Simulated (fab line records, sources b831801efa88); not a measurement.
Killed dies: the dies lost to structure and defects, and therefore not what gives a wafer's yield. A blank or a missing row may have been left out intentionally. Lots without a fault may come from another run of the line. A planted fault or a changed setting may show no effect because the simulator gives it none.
Split-lot trial	flow sfq-line	on a route of 325 steps: 5 lots, 23 wafers read

== THE SPLIT ITSELF ==
At SFQ_TRILAYER_M3_LITHO_COAT_075 (resist thk 600 nm), the setting resist-thk-nm was moved away from the recipe's 600 nm on 9 of the 23 wafers read, by -4.5% to +5.7%. For the rest of the wafers, this setting stayed at what the recipe calls for.

The split's own step is where the reading is taken.

== THE READING ==
KrF_of_TRILAYER_M3_LITHO_COAT_075.thk-nm (the simulator's own value, which no gauge read), in nm, at SFQ_TRILAYER_M3_LITHO_COAT_075 (resist thk 600 nm). There is no usual value for it anywhere in the file. Here, 14 wafers ran the recipe; their average is 599.6 nm with a standard deviation of 1.2 nm.

wafer	tool, chamber at the split	resist-thk-nm as run, nm	against the recipe	KrF_of_TRILAYER_M3_LITHO_COAT_075.thk-nm, nm	against lot-mates on the recipe
L074.1	litho-track-03, 0	600	recipe	601.3	-
L074.2	litho-track-03, 0	624.3	+4.0%	625.2	+25.0
L074.3	litho-track-03, 0	600	recipe	599.5	-
L074.4	litho-track-03, 0	600	recipe	599.8	-
L074.5	litho-track-03, 0	624.3	+4.0%	627.3	+27.1
L075.1	litho-track-04, 0	573.3	-4.5%	570.7	-27.7
L075.2	litho-track-04, 0	600	recipe	597.7	-
L075.3	litho-track-04, 0	600	recipe	598.7	-
L075.4	litho-track-04, 0	600	recipe	598.8	-
L075.6	litho-track-04, 0	573.3	-4.5%	571.8	-26.6
L076.3	litho-track-02, 0	600	recipe	599.3	-
L076.4	litho-track-02, 0	600	recipe	599	-
L076.6	litho-track-02, 0	600	recipe	598.8	-
L081.1	litho-track-03, 0	600	recipe	600.4	-
L081.2	litho-track-03, 0	600	recipe	599	-
L081.3	litho-track-03, 0	581.1	-3.1%	581.9	-17.8
L081.4	litho-track-03, 0	581.1	-3.1%	581.5	-18.2
L081.6	litho-track-03, 0	600	recipe	599.6	-
L084.1	litho-track-03, 0	600	recipe	602.9	-
L084.2	litho-track-03, 0	600	recipe	599.8	-
L084.3	litho-track-03, 0	634.2	+5.7%	634.6	+33.3
L084.5	litho-track-03, 0	634.2	+5.7%	634.6	+33.3
L084.4	litho-track-03, 0	634.2	+5.7%	634.2	+32.9

FIT RESULTS
A straight line over all 23 wafers: KrF_of_TRILAYER_M3_LITHO_COAT_075.thk-nm changes by +6.2 nm for each +1% of resist-thk-nm; r = +1.00; the points scatter about the line by 1.3 nm.
The same after taking each lot's own level away (the mean of its wafers on the recipe; 23 wafers): +5.96 nm for each +1%; r = +1.00; scatter 1 nm.
On that fit, the largest move of resist-thk-nm shifts the reading by 34 nm.
The lots' own levels span 598.40 to 601.35 nm, that is 2.4 times the standard deviation above.
Consequently the slope shifts little with the lot-to-lot level, the two slopes agreeing.
Check: with one of the wafers moved furthest among these (+5.7%) left out of the fit, the line predicts +34.3 nm for it against its lot-mates. It came out at +33.3 nm against them.

== THESE WAFERS: OTHER SPLITS ==
Other splits were also applied to these wafers ahead of the reading. Each is held against what the fit with the lots' levels taken away leaves over:
other split on the same wafers	wafers away from the commonest value	r with KrF_of_TRILAYER_M3_LITHO_COAT_075.thk-nm (lot level and that fit taken away)
SFQ_TRILAYER_M2_LITHO_PEB_060 peb-time-s	8	+0.32
SFQ_TRILAYER_I2_VIA_LITHO_COAT_072 resist-thk-nm	8	-0.18
SFQ_TRILAYER_I2_VIA_LITHO_EXPOSE_068 dose-mj	5	-0.05

== THE FILE'S OWN FIT ==
KrF_of_TRILAYER_M3_LITHO_COAT_075.thk-nm changes by +6 nm for each +1% of resist-thk-nm, r = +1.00.
